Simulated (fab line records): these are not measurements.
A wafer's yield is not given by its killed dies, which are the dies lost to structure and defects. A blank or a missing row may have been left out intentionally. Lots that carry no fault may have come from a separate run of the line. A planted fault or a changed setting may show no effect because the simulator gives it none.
What tool caused it? | flow sfq_line | 14 lots, 42 wafers sampled, at 4 steps of a route of 325

== WHAT THE GAUGES SHOWED, per wafer ==
SFQ_M0_OVL_MEAS_906.
lot  | measured     | on         | M0_OVL (nm)
L714 | day 11 17:23 | overlay-02 | -3 -11 -7
L715 | day 12 02:20 | overlay-02 | -7 -5 -5
L716 | day 12 07:09 | overlay-01 | -18 -10 -21
L717 | day 12 16:53 | overlay-02 | 3 -7 -5
L719 | day 13 04:41 | overlay-02 | -10 -8 -4
L720 | day 13 14:17 | overlay-01 | -12 -13 -6
L722 | day 14 06:36 | overlay-02 | -2 -11 3
L724 | day 14 20:03 | overlay-01 | -20 -20 -17
L725 | day 15 10:27 | overlay-01 | -11 -15 -14
L727 | day 16 05:39 | overlay-02 | -6 -6 0
L728 | day 16 21:23 | overlay-01 | -8 -11 -17
L729 | day 17 03:22 | overlay-02 | 1 5 2
L731 | day 18 00:58 | overlay-01 | -8 0 -5
L733 | day 19 01:13 | overlay-02 | 2 -4 3

SFQ_I0_OVL_MEAS_908.
lot  | measured     | on         | I0_OVL (nm)
L714 | day 16 09:22 | overlay-01 | 3 3 1
L715 | day 17 08:10 | overlay-02 | 1 -6 0
L716 | day 17 15:23 | overlay-01 | -3 -5 -4
L717 | day 18 05:47 | overlay-01 | -5 -5 -1
L719 | day 18 22:49 | overlay-02 | -3 -5 -7
L720 | day 19 13:13 | overlay-02 | 0 2 3
L722 | day 20 07:20 | overlay-01 | 7 4 5
L724 | day 20 21:44 | overlay-01 | 1 -9 -3
L725 | day 21 08:32 | overlay-01 | 1 -6 -6
L727 | day 22 02:32 | overlay-02 | 1 1 -2
L728 | day 23 06:16 | overlay-02 | -7 -9 -4
L729 | day 23 14:40 | overlay-01 | -7 -1 -9
L731 | day 24 17:44 | overlay-02 | 4 -1 0
L733 | day 25 20:16 | overlay-02 | 7 2 3

== TOOL THAT RAN EACH LOT (tool first, then ch and the chambers of the sampled wafers, then the start) ==
lot  | SFQ_TRILAYER_INCOMING_OXIDATION_002 | SFQ_TRILAYER_L0_VIA_STRIP_STRIP_017
L714 | furnace-02 ch 0, day 1 10:07        | rie_metal-03 ch 0,1, day 7 10:45
L715 | furnace-01 ch 0, day 1 15:07        | rie_metal-01 ch 0,1, day 7 19:09
L716 | furnace-02 ch 0, day 1 20:07        | rie_metal-02 ch 1, day 8 03:33
L717 | furnace-01 ch 0, day 2 01:07        | rie_metal-01 ch 0,1, day 8 09:45
L719 | furnace-01 ch 0, day 2 11:07        | rie_metal-01 ch 0,1, day 8 23:37
L720 | furnace-02 ch 0, day 2 16:07        | rie_metal-03 ch 0,1, day 9 13:03
L722 | furnace-02 ch 0, day 3 02:07        | rie_metal-01 ch 0,1, day 10 05:51
L724 | furnace-02 ch 0, day 3 12:07        | rie_metal-01 ch 0,1, day 10 15:27
L725 | furnace-01 ch 0, day 3 17:07        | rie_metal-02 ch 0, day 10 22:39
L727 | furnace-01 ch 0, day 4 03:07        | rie_metal-02 ch 0, day 11 12:43
L728 | furnace-02, day 4 08:07             | rie_metal-02 ch 0,1, day 12 00:16
L729 | furnace-01, day 4 13:07             | rie_metal-01 ch 0,1, day 12 03:40
L731 | furnace-01 ch 0, day 4 23:07        | rie_metal-03 ch 0, day 12 18:11
L733 | furnace-01 ch 0, day 5 09:07        | rie_metal-01 ch 0, day 13 09:37
- SFQ_TRILAYER_INCOMING_OXIDATION_002: target thk 500 nm, ox time 4939 s.
- SFQ_TRILAYER_L0_VIA_STRIP_STRIP_017: strips in O2.

== AS READ BY THE TOOLS THEMSELVES (means over the sampled wafers that have a number; for cases with no such wafer, the mark the record gives instead) ==
SFQ_TRILAYER_INCOMING_OXIDATION_002.
lot  | tool       | ox_temp_c (C) | ox_temp_c_max | spike_tc_centre_C (C) | spike_tc_lower_C (C)
L714 | furnace-02 | 1000.1        | 1006.6        | 999.8                 | 997.6
L715 | furnace-01 | 999.8         | 1004.4        | 998.8                 | 1002.4
L716 | furnace-02 | 999.2         | 1006.2        | 999.4                 | 997.9
L717 | furnace-01 | 999.9         | 1005.0        | 998.9                 | 1002.0
L719 | furnace-01 | 999.9         | 1004.7        | 998.4                 | 1002.8
L720 | furnace-02 | 1000.4        | 1006.5        | 1000.6                | 998.0
L722 | furnace-02 | 1000.1        | 1006.3        | 1000.0                | 998.8
L724 | furnace-02 | 1000.0        | 1006.2        | 1000.1                | 998.8
L725 | furnace-01 | 1000.0        | 1005.5        | 998.9                 | 1001.7
L727 | furnace-01 | 999.6         | 1004.6        | 999.6                 | 1002.5
L728 | furnace-02 | -             | -             | -                     | -
L729 | furnace-01 | -             | -             | -                     | -
L731 | furnace-01 | 999.7         | 1005.1        | 998.6                 | 1002.4
L733 | furnace-01 | 999.7         | 1004.8        | 998.7                 | 1002.0

SFQ_TRILAYER_L0_VIA_STRIP_STRIP_017.
lot  | tool         | chamber_pressure_mTorr (mTorr) | drypump_motor_current_A (A) | oes_product_au (a.u.)
L714 | rie_metal-03 | 50.00                          | 5.2                         | 1.009
L715 | rie_metal-01 | 49.96                          | 5.9                         | 0.979
L716 | rie_metal-02 | 49.98                          | 5.9                         | 0.990
L717 | rie_metal-01 | 50.05                          | 5.9                         | 0.977
L719 | rie_metal-01 | 50.00                          | 5.6                         | 0.977
L720 | rie_metal-03 | 49.97                          | 5.5                         | 1.007
L722 | rie_metal-01 | 49.92                          | 5.8                         | 0.993
L724 | rie_metal-01 | 49.99                          | 5.8                         | 0.984
L725 | rie_metal-02 | 50.04                          | 5.6                         | 0.996
L727 | rie_metal-02 | 49.98                          | 5.6                         | 0.996
L728 | rie_metal-02 | 49.95                          | 5.7                         | 0.994
L729 | rie_metal-01 | 50.00                          | 5.8                         | 0.989
L731 | rie_metal-03 | 50.02                          | 5.0                         | 1.009
L733 | rie_metal-01 | 49.97                          | 5.3                         | 0.980

== THE ANSWER, worked out from the rows above alone ==
Rule: the lots themselves supply what counts as usual. The widest of any qualifying gaps counts: lots, ordered by their means at a reading, are off when they make up no more than a third of the lots, leave a main group of 4 or more, and stand apart from it by 3 or more times the standard deviation of that group's means. A main group whose means are all the same, to the digits that the tables above print for the reading, isn't used. A lot without any number at a reading at which 4 lots or more have one is off too. All remaining lots with rows at the step are treated as sound. Order of review: gauges by route order, followed by the tools' own readings, for which a lot's mean as printed above is used. The first step at which some lot is off is used, and at that step the reading that is off furthest; a lot without a number counts as furthest.
Off, at SFQ_TRILAYER_INCOMING_OXIDATION_002 on ox_temp_c: L728, L729. Without a number there: L728, L729. Mean 999.9 C and standard deviation 0.29 in the main group.
If a tool, at that step or one of the process steps before it, ran each lot that is off and ran no sound lot following the first of them, it fits. No candidate that was tried fits.

== WHAT HAD BEEN PUT IN BY THE SIMULATOR ==
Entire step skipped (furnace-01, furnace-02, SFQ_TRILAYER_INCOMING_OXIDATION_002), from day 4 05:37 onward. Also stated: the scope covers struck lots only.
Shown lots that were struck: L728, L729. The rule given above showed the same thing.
